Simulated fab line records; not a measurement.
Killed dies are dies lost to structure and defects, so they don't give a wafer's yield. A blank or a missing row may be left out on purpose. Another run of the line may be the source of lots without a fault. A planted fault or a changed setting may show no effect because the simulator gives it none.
Comparing a struck lot with a sound one | flow sky130 | 17 out of 708 route steps
Sound: the wafers L666.1, L666.4, L666.5. Struck: wafers L686.1, L686.2, L686.6. Last of all comes the cause.
For every step that has rows: the tool of each side, followed by ch and its chambers, followed by its first start. Under that, the readings that differ: sound wafers | struck wafers | difference of the means | sigmas: that difference in standard deviations of wafers without a fault.
alike: readings with means less than 2 such deviations apart, plus words and numbers identical on both sides. not compared: withheld readings, readings lacking a value on some wafer, bounds such as >300 that could conceal the same value, and numbers that have no deviation in the record and whose values overlap.
Wherever a step has rows on one side only, a row that says differs or no value, or a row with sigmas, the two part there. Numbers that have no deviation but don't overlap get no sigmas and don't part them. Lack of a reading on every wafer of one side parts them only where that side has two or more wafers.

first, 1 step without rows for these wafers: SKY_LDD_N_IMPLANT_15.
SKY_LDD_N_STRIP_16: strips in O2/N2.
  sound on plasma-asher-02 ch 0,1, day 19 09:53; struck on plasma-asher-03 ch 0,1, day 26 04:32
  alike: drypump-motor-current-A, oes-product-au, strip-time-to-endpoint-s
  not compared: rf-hours-counter-h
SKY_LDD_N_TW_MEAS_17:
  sound on film-metro-04 at day 19 10:01; struck on film-metro-01 at day 26 04:38
  alike: LDD_N_TW
then, 7 steps without rows for these wafers: SKY_LDD_P_DEHYDRATE_00 (time 60 s); SKY_LDD_P_HMDS_01 (prime time 60 s); SKY_LDD_P_COAT_02 (resist thk 1140 nm); SKY_LDD_P_SOFTBAKE_03 (time 60 s); SKY_LDD_P_EXPOSE_04 (exposes mask PSDM, target cd 380 nm); SKY_LDD_P_PEB_05; SKY_LDD_P_DEVELOP_06 (develop time 60 s).
SKY_LDD_P_CD_MEAS_07: the cd target is 380 nm.
  sound on cd-sem-01 at day 20 16:14; struck on cd-sem-01 at day 27 09:47
  alike: cd-nm
SKY_LDD_P_OVL_MEAS_08:
  sound on overlay-01 at day 20 16:22; struck on overlay-02 at day 27 09:55
  alike: LDD_P_OVL
SKY_LDD_P_IMPLANT_09:
  sound on implanter-04 ch 0, day 20 16:24; struck on implanter-02 ch 0, day 27 09:56
  reading            | sound                            | struck                        | difference | sigmas
  dose-ions-cm2      | 1.0015e+13 1.0017e+13 1.0016e+13 | 7.576e+12 7.578e+12 7.581e+12 | -2.438e+12 | -99 or more
  faraday-current-uA | 57.2 54.3 56.9                   | 42.7 42.1 41.1                | -14.2      | -13
SKY_LDD_P_STRIP_10: strips in O2/N2.
  sound on plasma-asher-03 ch 0,1, day 20 16:33; struck on plasma-asher-02 ch 0,1, day 27 10:05
  alike: drypump-motor-current-A, oes-product-au, strip-time-to-endpoint-s
  not compared: rf-hours-counter-h
SKY_LDD_P_TW_MEAS_11:
  sound on film-metro-01 at day 20 16:39; struck on film-metro-03 at day 27 10:11
  reading  | sound       | struck      | difference | sigmas
  LDD_P_TW | 641 644 642 | 573 574 576 | -68        | -14
then, 1 step without rows for these wafers: SKY_LDD_HVN_DEHYDRATE_00 (time 60 s).
-- the record jumps here: 24 days lie between the struck wafers' starts before and after (it left off in module LDD_HVN and takes up again in module PAD_OPEN, whose first step shown is number 708 of the route) --
SKY_PAD_OPEN_PROBE_99:
  sound on prober-02 at day 46 21:07; struck on prober-02 at day 51 02:08
  reading                     | sound          | struck         | difference | sigmas
  model.etest.tip-p.rs-ohm-sq | 6908 6889 6811 | 8644 8657 8616 | +1770      |
  alike: killed_at_M0_to_M3, killed_at_M4_up, killed-at-contacts, killed-at-front-end, killed-at-other, killed-dies, killed-open, killed-short
  not compared: model.etest.tip-p.rs-ohm-sq-range

## WHERE THEY PART
Earliest at SKY_LDD_P_IMPLANT_09; latest, in this record, at SKY_LDD_P_TW_MEAS_11. Later steps at which nothing parts them and some readings are alike: SKY_PAD_OPEN_PROBE_99.

WHY: what had been put in by the simulator
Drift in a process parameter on implanter-02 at SKY_LDD_P_IMPLANT_09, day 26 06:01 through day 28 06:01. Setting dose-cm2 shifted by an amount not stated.
